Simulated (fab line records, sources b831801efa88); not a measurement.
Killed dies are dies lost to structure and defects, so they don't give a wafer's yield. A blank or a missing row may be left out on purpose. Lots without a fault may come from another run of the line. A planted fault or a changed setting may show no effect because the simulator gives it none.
fab line records | flow sfq_line
record lots=6 wafers=18 last_day=84
route steps=325 shown M7@295 I7@296
lots that met no fault: from a run of the same line without faults
start_h: hours from the record's first day to the start of the lot's first wafer shown | wait_h: hours since the lot's step before | " the same as in the row above | L1.1+2: a row that stands for several wafers | - no value, or no start given | * or withheld: withheld | < > ~ a bound
route shown NAME@n: a module of which the file shows steps, and the number in the route of the first | usual: mean/standard deviation of fault-free wafers | same: alike in all rows | chamber/n: place in a boat | sites: the reading at each site | _std_site: their standard deviation | _edge_site: outer sites' mean less inner sites' | radius_mm: how far each site lies from the wafer's centre | mask NAME#n: copy n | behind: the tool/chamber that last shaped the wafer | hold: why the lot was held/for how many hours/how that ended | device: the transistor (n, p or np) that didn't switch | end of line: the same wafers' tests at the end of the route | a step without rows: its recipe alone | killed: dies lost to structure and defects at the first sort, not the wafer's yield | map: a wafer's dies, x killed, . not, _ none there
set.NAME: the setting as run; set.NAME@STEP: as run at that earlier step | model.NAME: the simulator's own value behind a step, which no gauge read
lots at some steps of the route; a table a step, a row a wafer
services: from which hour (start_h, from the record's first day; less than 0 if before it) a tool's chamber was out of use, for how many hours, and why
## steps
# step SFQ_TRILAYER_M7_STRIP_SOLV_CLEAN_182
# recipe chemistry=NMP temp_c=70 time_s=600
# step SFQ_TRILAYER_I7_DEP_PECVD_183
# recipe material=SiO2 temp_c=150 time_s=111.11 pressure_torr=2.4 rf_w=183.3 precursor=SiH4/N2O target_thk_nm=500
# usual heater_power_w=96/22 throttle_valve_pct=25.3/1.2
# columns lot.wafer tool chamber start_h wait_h heater_power_w throttle_valve_pct
L823.1 pecvd-03 0 1693.06 0.0 129 24.1
L823.3 " 1 " " 77 25.1
L823.6 " 1 " " 63 25.1
L825.3 pecvd-04 0 1699.06 0.0 75 25.6
L825.4 " 0 " " 78 25.6
L825.6 " 2 " " 83 23.5
L834.2 pecvd-02 2 1883.52 0.0 109 25.7
L834.4 " 2 " " 112 25.2
L834.6 " 1 " " 124 24.5
L835.1 pecvd-03 1 1887.12 0.0 65 25.4
L835.3 " 0 " " 127 24.5
L835.5 " 0 " " 136 24.4
L839.1 pecvd-03 0 1928.25 0.0 139 24.4
L839.3 " 1 " " 77 25.5
L839.6 " 2 " " 81 27.3
L840.1 pecvd-02 0 1929.86 0.0 119 24.9
L840.4 " 1 " " 114 24.7
L840.6 " 0 " " 126 25.0
# step SFQ_TRILAYER_I7_CMP_CMP_184
# recipe material=SiO2 down_force_psi=3 platen_rpm=60.56 pad_velocity_m_s=0.94248
# usual motor_current_A=10.4/1 time_to_endpoint_s=212/6.8
# columns lot.wafer tool chamber start_h wait_h motor_current_A time_to_endpoint_s
L823.1 cmp-01 2 1696.26 3.2 8.3 205
L823.3 " 3 " " 9.7 204
L823.6 " 1 1697.76 4.6 9.2 208
L825.3 cmp-02 3 1703.83 4.7 11.1 197
L825.4 " 1 1704.83 5.7 10.4 206
L825.6 " 2 " " 11.7 210
L834.4 cmp-01 0 1887.39 3.8 11.7 213
L834.2 " 1 " " 9.7 209
L834.6 " 2 " " 8.5 204
L835.3 cmp-01 2 1889.39 2.2 8.5 210
L835.1 " 0 1890.39 3.2 12.1 219
L835.5 " 3 1891.89 4.7 9.9 225
L839.1 cmp-02 2 1930.29 2.0 11.8 207
L839.3 " 0 1931.29 3.0 10.3 209
L839.6 " 1 " " 10.8 214
L840.1 cmp-02 0 1933.29 3.4 11.0 206
L840.4 " 2 1934.29 4.3 11.4 213
L840.6 " 3 " " 10.4 212
# step SFQ_I7_BOW_MEAS_946
# recipe mode=bow
# usual I7_BOW=8/13
# columns lot.wafer tool chamber start_h wait_h I7_BOW[um]
L823.1 film_metro-02 - 1698.26 1.5 2
L823.3 " - " " -1
L823.6 " - " " -4
L825.3 film_metro-04 - 1706.37 2.0 -5
L825.4 " - " " -2
L825.6 " - " " -4
L834.2 film_metro-02 - 1889.41 1.0 8
L834.4 " - " " 18
L834.6 " - " " 26
L835.1 film_metro-04 - 1892.39 1.5 16
L835.3 " - " " 19
L835.5 " - " " 23
L839.1 film_metro-02 - 1932.79 2.0 26
L839.3 " - " " 18
L839.6 " - " " 14
L840.1 film_metro-04 - 1935.79 2.0 -7
L840.4 " - " " -2
L840.6 " - " " -2
# step SFQ_TRILAYER_I7_METRO_MEASURE_185
# usual thk_nm=200.0/1.2
# columns lot.wafer tool chamber start_h wait_h thk_nm
L823.1 film_metro-02 - 1698.38 0.1 199.2
L823.3 " - " " 199.6
L823.6 " - " " 198.7
L825.3 film_metro-04 - 1706.85 0.5 199.0
L825.4 " - " " 200.3
L825.6 " - " " 198.7
L834.2 film_metro-02 - 1889.71 0.3 199.2
L834.4 " - " " 199.8
L834.6 " - " " 199.2
L835.1 film_metro-04 - 1892.51 0.1 200.9
L835.3 " - " " 199.0
L835.5 " - " " 198.2
L839.1 film_metro-02 - 1932.91 0.1 202.5
L839.3 " - " " 203.0
L839.6 " - " " 202.4
L840.1 film_metro-04 - 1935.91 0.1 201.3
L840.4 " - " " 201.8
L840.6 " - " " 202.4
# step SFQ_TRILAYER_I7_VIA_LITHO_COAT_192
# recipe resist=BARC spin_rpm=3000 resist_thk_nm=62
# step SFQ_TRILAYER_I7_VIA_LITHO_COAT_187
# recipe resist=KrF spin_rpm=3000 resist_thk_nm=650
# step SFQ_TRILAYER_I7_VIA_LITHO_SOFTBAKE_191
# recipe temp_c=withheld time_s=withheld resist=KrF
# step SFQ_TRILAYER_I7_VIA_LITHO_EXPOSE_188
# recipe mask_id=I7 na=0.6 source_shape=conventional sigma_outer=0.65 target_cd_nm=1000 dose_mj=21.3
# step SFQ_TRILAYER_I7_VIA_LITHO_PEB_190
# recipe peb_temp_c=115 peb_time_s=60 resist=KrF
# step SFQ_TRILAYER_I7_VIA_LITHO_DEVELOP_189
# recipe time_s=60 resist=KrF
# step SFQ_I7_OVL_MEAS_947
# usual I7_OVL=1/4.7
# columns lot.wafer tool chamber start_h wait_h I7_OVL[nm]
L823.1 overlay-02 - 1702.84 0.1 -2
L823.3 " - " " -4
L823.6 " - " " -3
L825.3 overlay-01 - 1709.91 0.1 -2
L825.4 " - " " 1
L825.6 " - " " 1
L834.2 overlay-02 - 1892.96 0.1 11
L834.4 " - " " 2
L834.6 " - " " 9
L835.1 overlay-01 - 1896.95 0.1 0
L835.3 " - " " 5
L835.5 " - " " -3
L839.1 overlay-01 - 1937.89 0.1 8
L839.3 " - " " 8
L839.6 " - " " 3
L840.1 overlay-01 - 1941.16 0.1 5
L840.4 " - " " 2
L840.6 " - " " 6
# step SFQ_TRILAYER_I7_VIA_BARC_OPEN_VIA_ETCH_260
# recipe mask_material=PR chemistry=O2 target_depth_nm=125 target=BARC source_w=500 bias_w=80 pressure_mtorr=30 time_s=41.7
# usual bias_w=80.02/0.21 drypump_motor_current_A=5.67/0.24 oes_product_au=0.685/0.0047
# columns lot.wafer tool chamber start_h wait_h bias_w drypump_motor_current_A oes_product_au rf_hours_counter_h
L823.1 rie_diel-01 3 1702.88 0.0 80.04 5.93 0.678 2
L823.3 " 1 " " 79.99 5.05 0.681 20
L823.6 " 1 " " 80.11 5.04 0.676 -
L825.3 rie_diel-04 2 1709.93 0.0 79.46 5.77 0.688 0
L825.4 " 1 " " 80.53 5.37 0.682 10
L825.6 " 0 " " 80.28 5.65 0.687 -
L834.2 rie_diel-04 1 1892.99 0.0 71.21 5.33 0.681 12
L834.4 " 2 " " 71.46 5.76 0.680 3
L834.6 " 3 " " 71.45 5.81 0.689 -
L835.1 rie_diel-04 0 1896.99 0.0 71.53 5.70 0.679 15
L835.3 " 3 " " 71.64 5.81 0.688 18
L835.5 " 3 " " 71.36 5.81 0.678 -
L839.1 rie_diel-03 3 1937.92 0.0 79.73 5.78 0.690 8
L839.3 " 2 " " 79.51 5.76 0.694 22
L839.6 " 3 " " 80.00 5.80 0.690 -
L840.1 rie_diel-01 3 1941.20 0.0 80.08 5.89 0.689 5
L840.4 " 0 " " 80.20 6.09 0.686 5
L840.6 " 1 " " 79.73 5.01 0.690 -
# step SFQ_TRILAYER_I7_VIA_ETCH_VIA_ETCH_190
# recipe target=SiO2 stop_on=Nb mask_material=PR taper_deg=20 chemistry=CHF3 target_depth_nm=260 source_w=500 bias_w=82.08 pressure_mtorr=30 time_s=withheld
# usual bias_w=82.07/0.24 drypump_motor_current_A=5.67/0.24 oes_product_au=0.855/0.0053
# columns lot.wafer tool chamber start_h wait_h bias_w drypump_motor_current_A oes_product_au
L823.1 rie_diel-01 3 1702.92 0.0 81.87 5.89 0.854
L823.3 " 1 " " 81.75 5.06 0.854
L823.6 " 1 " " 82.08 5.05 0.849
L825.3 rie_diel-04 2 1709.97 0.0 82.13 5.78 0.855
L825.4 " 1 " " 82.21 5.36 0.860
L825.6 " 0 " " 81.89 5.66 0.853
L834.2 rie_diel-04 1 1893.03 0.0 82.00 5.33 0.846
L834.4 " 2 " " 81.73 5.75 0.863
L834.6 " 3 " " 81.64 5.80 0.855
L835.1 rie_diel-04 0 1897.03 0.0 81.87 5.70 0.862
L835.3 " 3 " " 81.95 5.77 0.854
L835.5 " 3 " " 82.16 5.81 0.852
L839.1 rie_diel-03 3 1937.96 0.0 82.00 5.80 0.862
L839.3 " 2 " " 81.88 5.75 0.865
L839.6 " 3 " " 81.86 5.83 0.859
L840.1 rie_diel-01 3 1941.24 0.0 82.50 5.88 0.854
L840.4 " 0 " " 82.27 6.11 0.855
L840.6 " 1 " " 81.81 5.03 0.858
## services
# columns tool chamber start_h hours kind
film_metro-02 - 1686.60 1.8 pm
film_metro-02 - 1702.56 1.5 pm
rie_diel-01 - 1705.12 14.6 pm
cmp-02 - 1713.49 6.1 pm
film_metro-04 - 1762.95 1.7 pm
cmp-01 - 1773.19 4.0 pm
cmp-02 - 1780.06 0.5 repair
film_metro-04 - 1784.74 0.5 pm
cmp-01 - 1788.46 4.2 pm
pecvd-03 1 1805.26 4.3 repair
rie_diel-01 3 1819.92 7.2 repair
film_metro-04 - 1831.54 0.3 pm
film_metro-02 - 1831.74 0.9 pm
pecvd-03 2 1837.25 6.3 repair
cmp-02 - 1846.63 0.8 repair
rie_diel-04 3 1861.62 6.1 repair
cmp-02 - 1864.09 6.4 pm
cmp-01 - 1866.28 2.0 repair
pecvd-03 - 1868.34 4.3 pm
film_metro-04 - 1868.97 2.0 pm
rie_diel-01 - 1873.64 2.8 pm
film_metro-02 - 1896.06 1.9 pm
rie_diel-04 1 1929.34 4.0 repair
rie_diel-04 0 1937.78 3.6 repair
## key
first_sign step=SFQ_TRILAYER_I7_VIA_BARC_OPEN_VIA_ETCH_260 reading=bias_w direction=down sigmas=40 usual=80.02 struck=71.44
effect none on later readings
met_at SFQ_TRILAYER_I7_VIA_BARC_OPEN_VIA_ETCH_260
struck_wafers L834.2,L834.4,L834.6,L835.1,L835.3,L835.5
onset_between 1709.93 1892.99
fault kind=process_parameter_drift tool=rie_diel-04 chamber=- onset_h=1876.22 steps=SFQ_TRILAYER_I7_VIA_BARC_OPEN_VIA_ETCH_260 channel=bias_w offset=-8.5091 shape=step end_h=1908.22 acts_in=these_recipes_only stated=80
